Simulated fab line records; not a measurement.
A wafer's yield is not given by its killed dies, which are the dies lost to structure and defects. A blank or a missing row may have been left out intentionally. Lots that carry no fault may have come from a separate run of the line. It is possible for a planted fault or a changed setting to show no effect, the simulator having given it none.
Which tool was responsible? ; flow sky130 ; Sampling: 13 lots, 39 wafers, 4 of 708 route steps

## WHAT EACH GAUGE READ, for each wafer
SKY_FIELD_ISO_THK_MEAS_04.
lot;measured;on;FIELD_ISO_CVD_03_THK (nm)
L972;day 1 14:17;film-metro-03;164.7 165.7 165.8
L973;day 1 20:07;film-metro-01;163.8 163.4 163.8
L974;day 1 23:29;film-metro-03;165.0 163.8 165.6
L976;day 2 09:31;film-metro-04;164.3 163.3 164.8
L978;day 2 22:18;film-metro-03;163.9 163.5 163.5
L979;day 3 00:29;film-metro-01;166.6 167.1 167.2
L980;day 3 05:53;film-metro-01;163.3 165.4 162.8
L981;day 3 11:18;film-metro-04;163.8 163.7 164.5
L983;day 3 22:49;film-metro-03;165.7 165.1 167.8
L984;day 4 02:53;film-metro-01;166.0 165.5 165.4
L987;day 4 18:40;film-metro-03;164.7 165.4 164.0
L989;day 5 03:46;film-metro-01;164.3 162.9 164.4
L995;day 6 10:39;film-metro-04;163.1 163.7 166.2

SKY_LOCAL_INTERCONNECT_RS_MEAS_01: uses a four-point probe to measure.
lot;measured;on;LOCAL_INTERCONNECT_TIN_RS (ohm/sq)
L972;day 29 06:40;film-metro-01;13.94 14.00 13.75
L973;day 29 18:53;film-metro-02;13.91 13.92 13.82
L974;day 29 16:52;film-metro-03;14.37 14.15 14.36
L976;day 30 19:31;film-metro-01;14.20 14.16 14.17
L978;day 31 19:02;film-metro-03;14.12 13.83 13.85
L979;day 31 21:58;film-metro-02;14.00 13.97 14.14
L980;day 32 07:07;film-metro-01;14.05 13.99 13.95
L981;day 32 11:52;film-metro-02;14.07 14.04 14.28
L983;day 33 13:06;film-metro-01;13.84 13.84 13.76
L984;day 33 10:55;film-metro-03;14.49 14.46 14.36
L987;day 34 05:11;film-metro-03;14.37 14.40 14.31
L989;day 34 21:08;film-metro-03;13.81 14.11 13.83
L995;day 37 02:57;film-metro-02;14.20 14.15 13.86

## TOOL THAT RAN EACH LOT (tool first, then ch and the chambers of the sampled wafers, then the start)
lot;SKY_DNWELL_EXPOSE_04;SKY_LOCAL_INTERCONNECT_SPUTTER_00
L972;iline-stepper-01 ch 0, day 2 19:23;pvd-sputter-04, day 29 06:32
L973;iline-stepper-02 ch 0, day 3 00:59;pvd-sputter-03, day 29 18:50
L974;iline-stepper-02 ch 0, day 3 05:08;pvd-sputter-03, day 29 16:47
L976;iline-stepper-01 ch 0, day 3 15:35;pvd-sputter-04, day 30 19:23
L978;iline-stepper-02 ch 0, day 4 07:05;pvd-sputter-04, day 31 18:57
L979;iline-stepper-01 ch 0, day 4 10:41;pvd-sputter-04, day 31 21:53
L980;iline-stepper-01 ch 0, day 4 15:55;pvd-sputter-04, day 32 07:01
L981;iline-stepper-02 ch 0, day 4 20:22;pvd-sputter-04, day 32 11:48
L983;iline-stepper-01 ch 0, day 5 07:19;pvd-sputter-04, day 33 13:02
L984;iline-stepper-01 ch 0, day 5 13:42;pvd-sputter-01, day 33 10:50
L987;iline-stepper-01 ch 0, day 6 05:03;pvd-sputter-01, day 34 05:06
L989;iline-stepper-01 ch 0, day 6 14:50;pvd-sputter-03, day 34 21:04
L995;iline-stepper-01 ch 0, day 8 03:25;pvd-sputter-03, day 37 02:53
- SKY_DNWELL_EXPOSE_04: exposes mask DNM, target cd 3000 nm.
- SKY_LOCAL_INTERCONNECT_SPUTTER_00: material TiN, target thk 100 nm, time 83.3 s.

## WHAT THE TOOLS THEMSELVES READ (means of the sampled wafers that have a number; where no wafer has one, the mark that the record gives instead)
SKY_LOCAL_INTERCONNECT_SPUTTER_00.
lot;tool;throttle-valve-pct (%)
L972;pvd-sputter-04;30.6
L973;pvd-sputter-03;29.2
L974;pvd-sputter-03;29.6
L976;pvd-sputter-04;32.2
L978;pvd-sputter-04;30.6
L979;pvd-sputter-04;31.8
L980;pvd-sputter-04;31.6
L981;pvd-sputter-04;31.4
L983;pvd-sputter-04;31.3
L984;pvd-sputter-01;29.3
L987;pvd-sputter-01;29.9
L989;pvd-sputter-03;29.4
L995;pvd-sputter-03;29.0

## THE ANSWER, worked out from the rows above alone
Rule: the lots themselves supply what counts as usual. Put in order of their means at a reading, lots are off if they are a third of the lots or fewer, leave a main group of 4 or more, and stand apart from it by a gap of 3 or more times the standard deviation of the main group's means; of several such gaps the widest counts. A main group whose means are all the same, to the digits that the tables above print for the reading, isn't used. Also off: a lot with no number at a reading for which 4 or more lots have one. The other lots that the step has rows for count as sound. The gauges are gone through in route order, then the tools' own readings, and for those a lot's mean is taken as printed above. At the first step where some lot is off, the reading lying furthest off is the one used; lots without a number count as furthest.
Nothing can be told from this: no lot is off at any reading shown.

## WHAT THE SIMULATOR HAD PUT IN
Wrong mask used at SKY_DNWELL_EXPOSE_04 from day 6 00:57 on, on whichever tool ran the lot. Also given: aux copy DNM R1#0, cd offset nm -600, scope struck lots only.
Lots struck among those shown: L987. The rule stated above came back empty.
